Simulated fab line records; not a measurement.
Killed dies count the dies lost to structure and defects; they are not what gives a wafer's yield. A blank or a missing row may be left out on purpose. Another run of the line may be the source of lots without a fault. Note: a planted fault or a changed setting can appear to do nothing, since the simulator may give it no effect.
Matching of chambers -- flow gf180mcu -- GF_V4_CMP_04 on cmp-02 has 4 sister chambers
The step polishes SiO2. 20 wafers are shown with their chamber, then 10 later ones without.

EACH WAFER AND ITS CHAMBER
wafer,chamber,motor current A (A),time to endpoint s (s)
L074.3,0,10.4,77
L074.5,0,10.2,85
L074.6,3,10.1,82
L075.1,1,12.3,83
L075.5,0,11.4,84
L075.6,3,9.2,87
L076.3,1,11.9,66
L076.5,1,11.5,82
L076.6,0,10.7,87
L080.2,3,9.6,80
L080.3,0,10.6,84
L080.4,2,13.4,83
L082.3,1,11.7,83
L082.4,2,12.9,73
L082.6,1,11.4,86
L087.1,3,9.5,82
L087.2,0,10.7,87
L087.4,1,11.9,82
L090.1,1,11.9,75
L090.4,2,13.3,81

SIGNATURES (averages over the wafers above)
reading,chamber 0,chamber 1,chamber 2,chamber 3,scatter within a chamber
motor current A,10.667,11.800,13.200,9.600,0.348
time to endpoint s,84.00,79.57,79.00,82.75,5.2
Rule: for a wafer and a chamber, the distance is found by dividing, reading by reading, the gap between the wafer's reading and the chamber's mean by the reading's scatter, squaring, summing and taking the root. If the next closest chamber is less than 2 further off than the closest, the wafer can't be placed; otherwise it belongs to the closest. The scatter: take each reading less its chamber's mean, square it, sum over the shown wafers, divide by the number of wafers less the number of chambers, and take the root.

WAFERS WITH NO CHAMBER GIVEN
wafer,motor current A (A),time to endpoint s (s)
L090.5,13.6,74
L091.1,10.8,85
L091.2,9.8,79
L091.5,12.0,81
L093.2,11.8,78
L093.3,13.2,79
L093.6,10.0,84
L094.2,11.9,85
L094.5,10.2,92
L094.6,10.6,89

THE CHAMBER EACH PASSED THROUGH
wafer,from the rows above,in truth
L090.5,2,2
L091.1,0,0
L091.2,can't be placed: 3 or 0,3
L091.5,1,1
L093.2,1,1
L093.3,2,2
L093.6,can't be placed: 3 or 0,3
L094.2,1,1
L094.5,can't be placed: 0 or 3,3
L094.6,0,0
7 of 10 placed correctly. Not placeable from these rows: 3 (in 3, the candidates include the true chamber). 0 placed wrongly.
